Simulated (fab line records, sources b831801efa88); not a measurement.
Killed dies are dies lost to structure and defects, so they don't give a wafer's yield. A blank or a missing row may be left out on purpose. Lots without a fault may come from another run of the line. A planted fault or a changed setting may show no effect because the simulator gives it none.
Chamber matching | flow sfq_line | SFQ_TRILAYER_I4_VIA_BARC_OPEN_VIA_ETCH_146 on rie_diel-03: 4 sister chambers
The step etches BARC in O2, target depth 125 nm, time 41.7 s. 8 wafers are shown with their chamber, then 7 later ones without.

WAFERS WITH THEIR CHAMBER
wafer  | chamber | drypump_motor_current_A (A) | bias_w (W)
L630.3 | 1       | 4.8                         | 79.55
L633.1 | 2       | 6.1                         | 79.91
L633.3 | 3       | 5.1                         | 80.03
L634.1 | 0       | 5.9                         | 79.65
L634.2 | 1       | 4.8                         | 80.06
L634.3 | 2       | 6.1                         | 80.37
L643.1 | 0       | 5.8                         | 79.85
L643.2 | 3       | 5.1                         | 79.69

WAFERS WITHOUT THEIR CHAMBER
wafer  | drypump_motor_current_A (A) | bias_w (W)
L643.3 | 4.8                         | 80.22
L644.3 | 5.8                         | 79.99
L644.4 | 4.8                         | 79.87
L644.6 | 4.8                         | 79.90
L647.2 | 6.1                         | 79.60
L647.4 | 4.8                         | 80.48
L647.5 | 5.8                         | 80.11

WHICH CHAMBER EACH WENT THROUGH
wafer  | from the rows above | in truth
L643.3 | 1                   | 1
L644.3 | 0                   | 0
L644.4 | 1                   | 1
L644.6 | 1                   | 1
L647.2 | 2                   | 2
L647.4 | 1                   | 1
L647.5 | 0                   | 0
Placed correctly: 7 of 7. Can't be placed from these rows: 0. Placed wrongly: 0.
How it was worked out, from the rows above alone: a wafer's distance from a chamber is the root of the sum, over the readings, of the square of ((its reading less the chamber's mean) divided by the reading's scatter). The wafer belongs to the nearest chamber; if the next one is less than 2 further off, it can't be placed. A chamber's mean is the mean of its shown wafers. The scatter: the root of (the sum of the squares of (reading less its chamber's mean) over the shown wafers, divided by (wafers less chambers)).
